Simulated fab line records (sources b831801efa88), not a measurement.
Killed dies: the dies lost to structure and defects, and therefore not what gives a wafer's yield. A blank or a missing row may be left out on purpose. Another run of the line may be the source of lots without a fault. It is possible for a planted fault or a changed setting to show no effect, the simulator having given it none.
2 desks, one fault / flow sfq line / each desk holds nothing but its own numbers, with what lay behind them at the end

FOR THE TOOL OWNER'S DESK: rie diel-02
The tool's own readings at SFQ_TRILAYER_I2_VIA_BARC_OPEN_VIA_ETCH_096 (etches BARC in O2, target depth 125 nm, time 41.7 s): means of the sampled wafers that have a number, for each lot that ran on this tool. If a lot's mean is further than 4 standard deviations from the usual mean, the lot is out of limits and carries the mark OUT (the distance appears in the brackets).
Columns: A = drypump motor current A at SFQ_TRILAYER_I2_VIA_BARC_OPEN_VIA_ETCH_096, usual 5.6 A; B = oes product au at SFQ_TRILAYER_I2_VIA_BARC_OPEN_VIA_ETCH_096, usual 0.685 a.u.; C = rf fwd power W at SFQ_TRILAYER_I2_VIA_BARC_OPEN_VIA_ETCH_096, usual 494.4 W; D = run length s at SFQ_TRILAYER_I2_VIA_BARC_OPEN_VIA_ETCH_096, usual 70.0 s
lot=L241; first seen here=day 30 15:18; A=5.5; B=0.685; C=494.3; D=69.7
lot=L252; first seen here=day 39 23:43; A=5.5; B=0.599 (-17) OUT; C=494.2; D=88.3 (+41) OUT
lot=L253; first seen here=day 40 10:31; A=5.1; B=0.640 (-9.1) OUT; C=493.7; D=79.1 (+20) OUT
This desk finds L252, L253 out of limits, L252 being first, at day 39 23:43 (oes product au at SFQ_TRILAYER_I2_VIA_BARC_OPEN_VIA_ETCH_096). L241 stayed within limits.

AT THE METROLOGY DESK
Means of the sampled wafers that have a number, per lot and without regard to the tool the lot ran on: this is what the gauges read. If a lot's mean is further than 4 standard deviations from the usual mean, the lot is out of limits and carries the mark OUT (the distance appears in the brackets).
Columns: A = M4_OVL at SFQ_M4_OVL_MEAS_926, usual 0 nm
lot=L239; first seen here=day 44 15:45; A=-5
lot=L240; first seen here=day 44 22:58; A=1
lot=L241; first seen here=day 45 00:08; A=6
lot=L242; first seen here=day 46 03:34; A=-8
lot=L243; first seen here=day 46 05:53; A=-3
lot=L244; first seen here=day 46 07:05; A=-9
lot=L245; first seen here=day 46 08:17; A=2
lot=L252; first seen here=day 51 08:08; A=-0
lot=L253; first seen here=day 56 09:58; A=3
lot=L258; first seen here=day 59 06:27; A=4
lot=L259; first seen here=day 59 10:03; A=-2
lot=L260; first seen here=day 59 16:03; A=13
lot=L262; first seen here=day 59 19:40; A=0
Result from this desk: across the 13 lots, nothing is out of limits.

ALL TOGETHER
The tool owner's desk had the chance to raise an alarm at day 39 23:43 on L252, L253.
Metrology desk: nothing out of limits seen.
The metrology desk has L252, L253 on record, within its limits.
Of the lots named, all ran SFQ_TRILAYER_I2_VIA_BARC_OPEN_VIA_ETCH_096 on rie diel-02.

WHAT WAS PUT IN BY THE SIMULATOR
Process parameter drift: rie diel-02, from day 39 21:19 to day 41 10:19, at SFQ_TRILAYER_I2_VIA_BARC_OPEN_VIA_ETCH_096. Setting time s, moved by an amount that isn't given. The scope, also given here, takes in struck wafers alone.
Struck lots among those shown: L252, L253.
Time in hours from fault onset to the first out-of-limits reading at each desk: the tool owner's desk, 2.
